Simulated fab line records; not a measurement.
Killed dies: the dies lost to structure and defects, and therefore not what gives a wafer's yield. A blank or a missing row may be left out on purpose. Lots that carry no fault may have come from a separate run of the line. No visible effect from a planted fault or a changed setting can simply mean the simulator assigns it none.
fab line records -- flow sky130
record: lots: 12, wafers: 36, lastDay: 50
route steps=708 shown METAL5@666 PASSIVATION@681 PAD_OPEN@708
lots that met no fault: from a run of the same line without faults
startH: hours from the record's opening day to when the first of the lot's shown wafers began -- waitH: time in hours since the lot's previous step -- " same as the row above -- L1.1+2: one row covering several wafers at once -- - either no value or no given start -- * or withheld: withheld -- < > ~ a bound
route shown NAME@n: a module of which the file shows steps, and the number in the route of the first -- usual: mean and standard deviation over wafers with no fault -- same: alike in all rows -- chamber/n: place in a boat -- sites: per-site readings -- _std_site: standard deviation across them -- _edge_site: inner sites' mean taken away from outer sites' mean -- radiusMm: for every site, how far away it sits from the centre of the wafer -- mask NAME#n: copy n -- behind: tool/chamber where the wafer was last shaped -- hold: what put the lot on hold/how long, in hours/how the hold closed -- device: the n, p or np transistor that did not switch -- end of line: the tests these same wafers got at the end of their route -- a step without rows: its recipe alone -- killed: count of dies lost to structure and defects at first sort (not the wafer's yield) -- map: shows each die of a wafer: x if killed, . if not, _ if none is there
set.NAME: the setting the step ran with; set.NAME@STEP: the setting that earlier step ran with -- model.NAME: the simulator's own value behind a step, which no gauge read
a sample of lots followed through the steps of the route, with each step as a table and each wafer as a row
services: when a tool's chamber went out of use (startH, in hours from the record's first day, below 0 if earlier), for how many hours, and the reason
== steps ==
step: SKY_METAL5_RS_MEAS_05
recipe: thkMeasGauge: four-point-probe, reads: TiN_of_METAL5_SPUTTER_04+Ti_of_METAL5_SPUTTER_03+AlCu_of_METAL5_SPUTTER_02+TiN_of_METAL5_SPUTTER_01+Ti_of_METAL5_SPUTTER_00
usual: METAL5_ALCU_RS: 0.0271/0.00034
lot.wafer,tool,chamber,startH,waitH,METAL5_ALCU_RS[ohm/sq]
L306.4,filmMetro-04,-,1024.26,0.1,0.0275
L306.5,filmMetro-04,-,1024.26,0.1,0.0276
L306.6,filmMetro-04,-,1024.26,0.1,0.0275
L305.1,filmMetro-01,-,1027.28,0.0,0.0269
L305.5,filmMetro-01,-,1027.28,0.0,0.0266
L305.6,filmMetro-01,-,1027.28,0.0,0.0268
L308.1,filmMetro-01,-,1034.23,0.0,0.0269
L308.2,filmMetro-01,-,1034.23,0.0,0.0272
L308.3,filmMetro-01,-,1034.23,0.0,0.0269
L313.4,filmMetro-04,-,1071.62,0.1,0.0263
L313.5,filmMetro-04,-,1071.62,0.1,0.0266
L313.6,filmMetro-04,-,1071.62,0.1,0.0267
L316.2,filmMetro-01,-,1084.01,0.0,0.0272
L316.3,filmMetro-01,-,1084.01,0.0,0.0272
L316.6,filmMetro-01,-,1084.01,0.0,0.0273
L317.2,filmMetro-04,-,1093.27,0.0,0.0268
L317.3,filmMetro-04,-,1093.27,0.0,0.0271
L317.5,filmMetro-04,-,1093.27,0.0,0.0273
L318.4,filmMetro-03,-,1098.08,0.1,0.0274
L318.5,filmMetro-03,-,1098.08,0.1,0.0268
L318.6,filmMetro-03,-,1098.08,0.1,0.0268
L320.1,filmMetro-01,-,1111.43,0.0,0.0269
L320.2,filmMetro-01,-,1111.43,0.0,0.0274
L320.5,filmMetro-01,-,1111.43,0.0,0.0272
L323.1,filmMetro-03,-,1137.72,0.0,0.0273
L323.3,filmMetro-03,-,1137.72,0.0,0.0266
L323.5,filmMetro-03,-,1137.72,0.0,0.0274
L325.2,filmMetro-03,-,1142.95,0.0,0.0277
L325.4,filmMetro-03,-,1142.95,0.0,0.0273
L325.6,filmMetro-03,-,1142.95,0.0,0.0279
L326.1,filmMetro-03,-,1145.03,0.0,0.0273
L326.4,filmMetro-03,-,1145.03,0.0,0.0275
L326.5,filmMetro-03,-,1145.03,0.0,0.0275
L327.1,filmMetro-01,-,1146.83,0.0,0.0266
L327.2,filmMetro-01,-,1146.83,0.0,0.0269
L327.4,filmMetro-01,-,1146.83,0.0,0.0272
step: SKY_METAL5_COAT_09
recipe: resist: NOVOLAK, spinRpm: 3000, resistThkNm: 1800
lot.wafer,tool,chamber,startH,waitH
L306.4+5+6,lithoTrack-04,0,1034.56,0.1
L305.1+5+6,lithoTrack-01,0,1037.05,0.1
L308.1+2+3,lithoTrack-01,0,1045.75,0.1
L313.4+5+6,lithoTrack-04,0,1081.61,0.1
L316.2+3+6,lithoTrack-02,0,1094.55,0.1
L317.2+3+5,lithoTrack-02,0,1102.15,0.1
L318.4+5+6,lithoTrack-01,0,1108.72,0.1
L320.1+2+5,lithoTrack-01,0,1120.40,0.1
L323.1+3+5,lithoTrack-04,0,1145.48,0.1
L325.2+4+6,lithoTrack-01,0,1151.82,0.1
L326.1+4+5,lithoTrack-04,0,1153.73,0.1
L327.1+2+4,lithoTrack-04,0,1155.83,0.1
step: SKY_METAL5_STRIP_16
recipe: chemistry: O2/N2, powerW: 1400, pressureMtorr: 1500, platenTempC: withheld, o2FlowSccm: 3000, n2FlowSccm: 300, overashFraction: 0.5
usual: drypumpMotorCurrentA: 5.6/0.47, oesProductAu: 0.710/0.0049, stripTimeToEndpointS: 13.19/0.22
lot.wafer,tool,chamber,startH,waitH,drypumpMotorCurrentA,oesProductAu,rfHoursCounterH,stripTimeToEndpointS
L306.4,plasmaAsher-03,1,1046.65,0.1,5.1,0.716,-,13.18
L306.5,plasmaAsher-03,0,1046.65,0.1,6.1,0.716,-,13.20
L306.6,plasmaAsher-03,1,1046.65,0.1,5.1,0.711,-,13.21
L305.1,plasmaAsher-03,0,1048.72,0.2,6.1,0.710,119,13.65
L305.5,plasmaAsher-03,1,1048.72,0.2,5.1,0.703,-,13.66
L305.6,plasmaAsher-03,0,1048.72,0.2,6.1,0.716,-,13.06
L308.1,plasmaAsher-02,0,1054.70,0.2,4.9,0.704,58,13.59
L308.2,plasmaAsher-02,1,1054.70,0.2,5.6,0.725,58,12.99
L308.3,plasmaAsher-02,1,1054.70,0.2,5.5,0.709,-,13.54
L313.4,plasmaAsher-03,0,1093.23,0.1,6.1,0.722,-,13.17
L313.5,plasmaAsher-03,1,1093.23,0.1,5.1,0.708,-,12.84
L313.6,plasmaAsher-03,0,1093.23,0.1,6.1,0.710,-,13.11
L316.2,plasmaAsher-03,0,1103.95,0.2,6.1,0.707,4,14.77
L316.3,plasmaAsher-03,0,1103.95,0.2,6.1,0.705,-,14.68
L316.6,plasmaAsher-03,0,1103.95,0.2,6.1,0.713,-,14.71
L317.2,plasmaAsher-04,1,1113.65,0.2,6.1,0.715,37,14.25
L317.3,plasmaAsher-04,1,1113.65,0.2,6.1,0.715,-,14.30
L317.5,plasmaAsher-04,0,1113.65,0.2,5.8,0.705,-,14.30
L318.4,plasmaAsher-04,1,1118.91,0.1,6.1,0.710,-,12.70
L318.5,plasmaAsher-04,0,1118.91,0.1,5.8,0.714,-,12.89
L318.6,plasmaAsher-04,1,1118.91,0.1,6.1,0.706,-,12.78
L320.1,plasmaAsher-03,0,1130.99,0.2,6.1,0.707,7,13.18
L320.2,plasmaAsher-03,1,1130.99,0.2,5.1,0.715,7,13.23
L320.5,plasmaAsher-03,0,1130.99,0.2,6.1,0.705,-,13.25
L323.1,plasmaAsher-04,1,1154.94,0.2,6.1,0.717,41,13.54
L323.3,plasmaAsher-04,1,1154.94,0.2,6.1,0.708,-,13.54
L323.5,plasmaAsher-04,0,1154.94,0.2,5.8,0.705,-,13.09
L325.2,plasmaAsher-02,0,1160.32,0.2,4.9,0.714,68,13.15
L325.4,plasmaAsher-02,1,1160.32,0.2,5.5,0.712,-,13.13
L325.6,plasmaAsher-02,1,1160.32,0.2,5.6,0.709,-,13.09
L326.1,plasmaAsher-02,0,1162.57,0.2,4.9,0.705,68,13.06
L326.4,plasmaAsher-02,1,1162.57,0.2,5.6,0.711,-,13.42
L326.5,plasmaAsher-02,0,1162.57,0.2,4.9,0.709,-,12.94
L327.1,plasmaAsher-02,1,1165.00,0.2,5.6,0.707,68,13.18
L327.2,plasmaAsher-02,0,1165.00,0.2,4.9,0.709,68,13.28
L327.4,plasmaAsher-02,1,1165.00,0.2,5.6,0.711,-,13.26
step: SKY_PASSIVATION_CVD_00
recipe: material: SiO2, targetThkNm: 90, tempC: 400, timeS: withheld, rfW: 600
usual: heaterPowerW: 690/99
lot.wafer,tool,chamber,startH,waitH,heaterPowerW
L306.4,pecvd-03,2,1047.23,0.0,737
L306.5,pecvd-03,1,1047.23,0.0,773
L306.6,pecvd-03,0,1047.23,0.0,602
L305.1,pecvd-02,0,1049.59,0.0,772
L305.5,pecvd-02,2,1049.59,0.0,718
L305.6,pecvd-02,1,1049.59,0.0,788
L308.1,pecvd-04,1,1055.29,0.0,528
L308.2,pecvd-04,2,1055.29,0.0,700
L308.3,pecvd-04,0,1055.29,0.0,756
L313.4,pecvd-04,2,1094.19,0.0,673
L313.5,pecvd-04,0,1094.19,0.0,633
L313.6,pecvd-04,1,1094.19,0.0,563
L316.2,pecvd-02,0,1104.61,0.0,672
L316.3,pecvd-02,2,1104.61,0.0,607
L316.6,pecvd-02,1,1104.61,0.0,737
L317.2,pecvd-03,1,1114.27,0.0,892
L317.3,pecvd-03,0,1114.27,0.0,499
L317.5,pecvd-03,2,1114.27,0.0,743
L318.4,pecvd-03,1,1119.91,0.0,791
L318.5,pecvd-03,2,1119.91,0.0,820
L318.6,pecvd-03,0,1119.91,0.0,584
L320.1,pecvd-02,1,1131.59,0.0,736
L320.2,pecvd-02,2,1131.59,0.0,700
L320.5,pecvd-02,2,1131.59,0.0,696
L323.1,pecvd-02,2,1155.54,0.0,746
L323.3,pecvd-02,0,1155.54,0.0,775
L323.5,pecvd-02,0,1155.54,0.0,766
L325.2,pecvd-04,2,1161.02,0.0,740
L325.4,pecvd-04,2,1161.02,0.0,753
L325.6,pecvd-04,0,1161.02,0.0,640
L326.1,pecvd-03,0,1163.16,0.0,531
L326.4,pecvd-03,1,1163.16,0.0,755
L326.5,pecvd-03,0,1163.16,0.0,555
L327.1,pecvd-02,1,1165.64,0.0,800
L327.2,pecvd-02,0,1165.64,0.0,652
L327.4,pecvd-02,0,1165.64,0.0,671
step: SKY_PASSIVATION_THK_MEAS_03
recipe: reads: Si3N4_of_PASSIVATION_CVD_02
usual: PASSIVATION_CVD_02_THK: 537/7.7
lot.wafer,tool,chamber,startH,waitH,PASSIVATION_CVD_02_THK[nm]
L306.4,filmMetro-03,-,1047.55,-,526
L306.5,filmMetro-03,-,1047.55,-,534
L306.6,filmMetro-03,-,1047.55,-,530
L305.1,filmMetro-04,-,1049.90,-,531
L305.5,filmMetro-04,-,1049.90,-,544
L305.6,filmMetro-04,-,1049.90,-,541
L308.1,filmMetro-03,-,1055.60,-,537
L308.2,filmMetro-03,-,1055.60,-,541
L308.3,filmMetro-03,-,1055.60,-,531
L313.4,filmMetro-02,-,1094.52,-,545
L313.5,filmMetro-02,-,1094.52,-,547
L313.6,filmMetro-02,-,1094.52,-,551
L316.2,filmMetro-02,-,1104.93,-,535
L316.3,filmMetro-02,-,1104.93,-,530
L316.6,filmMetro-02,-,1104.93,-,547
L317.2,filmMetro-04,-,1114.58,-,534
L317.3,filmMetro-04,-,1114.58,-,536
L317.5,filmMetro-04,-,1114.58,-,536
L318.4,filmMetro-03,-,1120.28,-,559
L318.5,filmMetro-03,-,1120.28,-,542
L318.6,filmMetro-03,-,1120.28,-,541
L320.1,filmMetro-04,-,1131.91,-,530
L320.2,filmMetro-04,-,1131.91,-,538
L320.5,filmMetro-04,-,1131.91,-,537
L323.1,filmMetro-02,-,1155.85,-,528
L323.3,filmMetro-02,-,1155.85,-,532
L323.5,filmMetro-02,-,1155.85,-,543
L325.2,filmMetro-04,-,1161.33,-,529
L325.4,filmMetro-04,-,1161.33,-,542
L325.6,filmMetro-04,-,1161.33,-,540
L326.1,filmMetro-02,-,1163.47,-,543
L326.4,filmMetro-02,-,1163.47,-,552
L326.5,filmMetro-02,-,1163.47,-,545
L327.1,filmMetro-04,-,1165.94,-,534
L327.2,filmMetro-04,-,1165.94,-,538
L327.4,filmMetro-04,-,1165.94,-,543
step: SKY_PAD_OPEN_PROBE_99
usual: defectLimitedYield: 82.2/1.8, killed_at_M0_to_M3: 44/6.9, killed_at_M4_up: 3.3/2, killedAtContacts: 25/5.4, killedAtFrontEnd: 16/4.6, killedAtOther: 0.2/0.51, killedDies: 88/8.9, killedOpen: 48/6.8, killedShort: 39/5.8, sort_bin_3_pad_short: 0.8/0.44, sort_bin_5_function: 10.6/1.4, sort_bin_6_memory: 6.4/1.1, sortNPass: 404/8.9, sortYieldPct: 82.2/1.8
same: grossDies: 492, killedAtBackSide: 0, sort_bin_4_leakage[%]: 0, sort_bin_8_speed[%]: 0
lot.wafer,tool,chamber,startH,waitH,defectLimitedYield[%],killed_at_M0_to_M3,killed_at_M4_up,killedAtContacts,killedAtFrontEnd,killedAtOther,killedDies,killedOpen,killedShort,sort_bin_3_pad_short[%],sort_bin_5_function[%],sort_bin_6_memory[%],sortNPass,sortYieldPct[%]
L308.1,prober-02,-,1100.13,0.1,82.7,38,5,33,9,0,85,40,45,1.2,9.8,6.3,407,82.7
L308.2,prober-02,-,1100.18,0.1,81.9,33,1,37,17,1,89,56,33,1.4,10.4,6.3,403,81.9
L308.3,prober-02,-,1100.23,0.2,80.1,48,3,32,15,0,98,60,38,1.4,11.4,7.1,394,80.1
L313.4,prober-01,-,1135.76,0.2,82.3,36,2,26,23,0,87,47,40,0.8,11.0,5.9,405,82.3
L313.5,prober-01,-,1135.81,0.2,80.1,53,4,25,16,0,98,60,38,0.8,13.2,5.9,394,80.1
L313.6,prober-01,-,1135.86,0.2,78.9,63,6,18,16,1,104,50,53,1.0,12.8,7.3,388,78.9
L317.2,prober-01,-,1153.68,0.1,85.2,29,3,20,21,0,73,44,29,0.6,8.9,5.3,419,85.2
L317.3,prober-01,-,1153.73,0.2,82.5,51,2,23,10,0,86,56,30,1.2,8.9,7.3,406,82.5
L317.5,prober-01,-,1153.83,0.2,81.5,49,7,23,12,0,91,49,39,0.2,12.4,5.9,401,81.5
L320.1,prober-02,-,1169.40,0.1,84.1,40,2,26,9,1,78,41,37,0.8,8.3,6.7,414,84.1
L320.2,prober-02,-,1169.45,0.1,82.3,42,4,32,9,0,87,45,42,0.4,10.8,6.5,405,82.3
L320.5,prober-02,-,1169.60,0.2,82.5,49,3,24,10,0,86,49,37,1.2,9.3,6.9,406,82.5
L323.1,prober-01,-,1192.35,0.1,83.5,40,2,21,17,1,81,37,42,1.0,8.9,6.5,411,83.5
L323.3,prober-01,-,1192.45,0.2,78.5,53,4,28,20,1,106,62,41,0.4,12.8,8.3,386,78.5
L323.5,prober-01,-,1192.55,0.2,81.9,49,1,19,18,2,89,44,43,0.4,11.4,6.3,403,81.9
L326.1,prober-01,-,1199.79,0.1,83.1,39,5,25,14,0,83,55,28,0.2,9.8,6.9,409,83.1
L326.4,prober-01,-,1199.94,0.2,85.0,35,3,22,13,1,74,36,38,0.8,8.9,5.3,418,85.0
L326.5,prober-01,-,1199.99,0.2,82.7,46,7,26,6,0,85,50,35,0.6,11.0,5.7,407,82.7
killed by level:class
L308.1 LI_CONTACT:geometricParticle:open=13 METAL1:geometricParticle:short=9 CONTACT:geometricParticle:open=7 CONTACT:geometricParticle:short=6 METAL2:geometricParticle:short=5 VIA1:geometricParticle:open=5 LOCAL_INTERCONNECT:geometricParticle:open=4 VIA1:geometricParticle:short=4
L308.2 CONTACT:geometricParticle:open=12 LI_CONTACT:geometricParticle:open=12 VIA1:geometricParticle:open=10 LI_CONTACT:geometricParticle:short=6 VIA1:geometricParticle:short=5 VIA3:geometricParticle:open=5 FIELD_ISO:geometricParticle:open=4 VIA2:geometricParticle:open=4
L308.3 CONTACT:geometricParticle:open=12 LI_CONTACT:geometricParticle:open=11 METAL1:geometricParticle:short=11 VIA1:geometricParticle:open=10 POLY_GATE:geometricParticle:short=5 POLY_GATE:geometricParticle:open=5 VIA3:geometricParticle:short=5 VIA3:geometricParticle:open=5
L313.4 LI_CONTACT:geometricParticle:open=12 FIELD_ISO:geometricParticle:open=10 CONTACT:geometricParticle:open=7 METAL1:geometricParticle:short=6 VIA3:geometricParticle:short=6 METAL2:geometricParticle:short=5 FIELD_ISO:geometricParticle:short=4 VIA1:geometricParticle:short=4
L313.5 VIA1:geometricParticle:open=14 LI_CONTACT:geometricParticle:open=11 VIA2:geometricParticle:open=10 CONTACT:geometricParticle:open=9 FIELD_ISO:geometricParticle:short=7 METAL2:geometricParticle:short=5 VIA1:geometricParticle:short=5 FIELD_ISO:geometricParticle:open=4
L313.6 VIA1:geometricParticle:open=13 VIA2:geometricParticle:open=12 VIA1:geometricParticle:short=8 METAL1:geometricParticle:short=7 METAL2:geometricParticle:short=6 POLY_GATE:geometricParticle:short=5 CONTACT:geometricParticle:open=5 VIA3:geometricParticle:short=5
L317.2 LI_CONTACT:geometricParticle:open=9 VIA1:geometricParticle:open=9 CONTACT:geometricParticle:open=9 POLY_GATE:geometricParticle:short=8 FIELD_ISO:geometricParticle:short=5 METAL1:geometricParticle:short=5 VIA2:geometricParticle:open=5 POLY_GATE:geometricParticle:open=4
L317.3 VIA1:geometricParticle:open=11 METAL1:geometricParticle:short=9 VIA2:geometricParticle:open=9 LI_CONTACT:geometricParticle:open=8 CONTACT:geometricParticle:open=8 VIA1:geometricParticle:short=7 FIELD_ISO:geometricParticle:open=4 CONTACT:geometricParticle:short=4
L317.5 VIA1:geometricParticle:open=16 LI_CONTACT:geometricParticle:open=8 POLY_GATE:geometricParticle:short=7 VIA3:geometricParticle:open=7 VIA2:geometricParticle:open=6 LOCAL_INTERCONNECT:geometricParticle:short=5 VIA1:geometricParticle:short=5 METAL3:geometricParticle:short=5
L320.1 VIA1:geometricParticle:open=12 METAL2:geometricParticle:short=10 CONTACT:geometricParticle:open=10 LI_CONTACT:geometricParticle:open=7 CONTACT:geometricParticle:short=5 LOCAL_INTERCONNECT:geometricParticle:short=4 METAL1:geometricParticle:short=3 VIA2:geometricParticle:open=3
L320.2 CONTACT:geometricParticle:open=13 VIA1:geometricParticle:open=9 CONTACT:geometricParticle:short=8 VIA2:geometricParticle:open=7 VIA3:geometricParticle:open=7 VIA2:geometricParticle:short=6 LOCAL_INTERCONNECT:geometricParticle:short=5 LI_CONTACT:geometricParticle:open=4
L320.5 VIA1:geometricParticle:open=10 LI_CONTACT:geometricParticle:open=7 CONTACT:geometricParticle:open=7 VIA1:geometricParticle:short=7 VIA2:geometricParticle:open=7 VIA3:geometricParticle:short=6 VIA3:geometricParticle:open=6 FIELD_ISO:geometricParticle:open=5
L323.1 VIA3:geometricParticle:open=7 LI_CONTACT:geometricParticle:open=6 VIA2:geometricParticle:open=6 METAL2:geometricParticle:short=6 LOCAL_INTERCONNECT:geometricParticle:short=5 VIA1:geometricParticle:open=5 VIA1:geometricParticle:short=5 FIELD_ISO:geometricParticle:open=4
L323.3 VIA1:geometricParticle:open=17 LI_CONTACT:geometricParticle:open=10 VIA3:geometricParticle:open=8 POLY_GATE:geometricParticle:open=7 CONTACT:geometricParticle:open=7 METAL1:geometricParticle:short=7 LOCAL_INTERCONNECT:geometricParticle:short=5 CONTACT:geometricParticle:short=5
L323.5 VIA1:geometricParticle:open=9 VIA3:geometricParticle:open=9 CONTACT:geometricParticle:open=6 METAL2:geometricParticle:short=6 METAL1:geometricParticle:short=6 VIA1:geometricParticle:short=6 FIELD_ISO:geometricParticle:short=4 POLY_GATE:geometricParticle:short=4
L326.1 CONTACT:geometricParticle:open=9 VIA1:geometricParticle:open=8 VIA3:geometricParticle:open=8 LI_CONTACT:geometricParticle:open=7 VIA2:geometricParticle:open=7 FIELD_ISO:geometricParticle:open=5 POLY_GATE:geometricParticle:open=5 VIA1:geometricParticle:short=5
L326.4 VIA1:geometricParticle:open=7 VIA2:geometricParticle:open=6 LOCAL_INTERCONNECT:geometricParticle:short=6 LI_CONTACT:geometricParticle:open=5 SPACER:geometricParticle:short=5 SPACER:geometricParticle:open=5 LI_CONTACT:geometricParticle:short=5 METAL2:geometricParticle:short=5
L326.5 CONTACT:geometricParticle:open=13 VIA1:geometricParticle:open=10 LI_CONTACT:geometricParticle:open=8 VIA3:geometricParticle:open=7 METAL2:geometricParticle:short=6 METAL4:geometricParticle:short=5 VIA1:geometricParticle:short=5 POLY_GATE:geometricParticle:short=4
== services ==
tool,chamber,startH,hours,kind
pecvd-03,-,1023.59,1.8,repair
pecvd-04,0,1027.17,5.5,scheduledDown
pecvd-03,-,1030.65,1.4,repair
pecvd-02,2,1037.94,5.5,scheduledDown
plasmaAsher-02,-,1047.42,1.4,repair
plasmaAsher-03,-,1055.25,9.0,pm
plasmaAsher-03,0,1055.25,9.0,ventCycle
plasmaAsher-03,1,1055.25,9.0,ventCycle
plasmaAsher-03,0,1064.25,-,clean
plasmaAsher-03,1,1064.25,-,clean
plasmaAsher-02,-,1101.56,14.6,pm
lithoTrack-01,-,1112.79,-,consumableReplace:filter
pecvd-02,0,1128.33,5.5,scheduledDown
pecvd-04,-,1130.17,6.0,pm
pecvd-03,0,1138.23,5.5,scheduledDown
pecvd-03,2,1143.69,5.5,scheduledDown
pecvd-04,-,1149.41,1.2,repair
lithoTrack-01,-,1159.65,-,consumableReplace:filter
plasmaAsher-04,-,1165.18,2.8,pm
== key ==
firstSign: step: SKY_METAL5_STRIP_16, reading: stripTimeToEndpointS, direction: up, sigmas: 5.9, usual: *, struck: *
effect none on later readings
metAt SKY_METAL5_COAT_09
struckLots L316,L317
notActingAt SKY_METAL5_RS_MEAS_05,SKY_PASSIVATION_CVD_00,SKY_PASSIVATION_THK_MEAS_03
fault: kind: processParameterDrift, tool: lithoTrack-02, chamber: -, onsetH: 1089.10, steps: SKY_METAL5_COAT_09, channel: resistThkNm, offset: 110.26, shape: step, endH: 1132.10, actsIn: theseRecipesOnly, stated: 1800
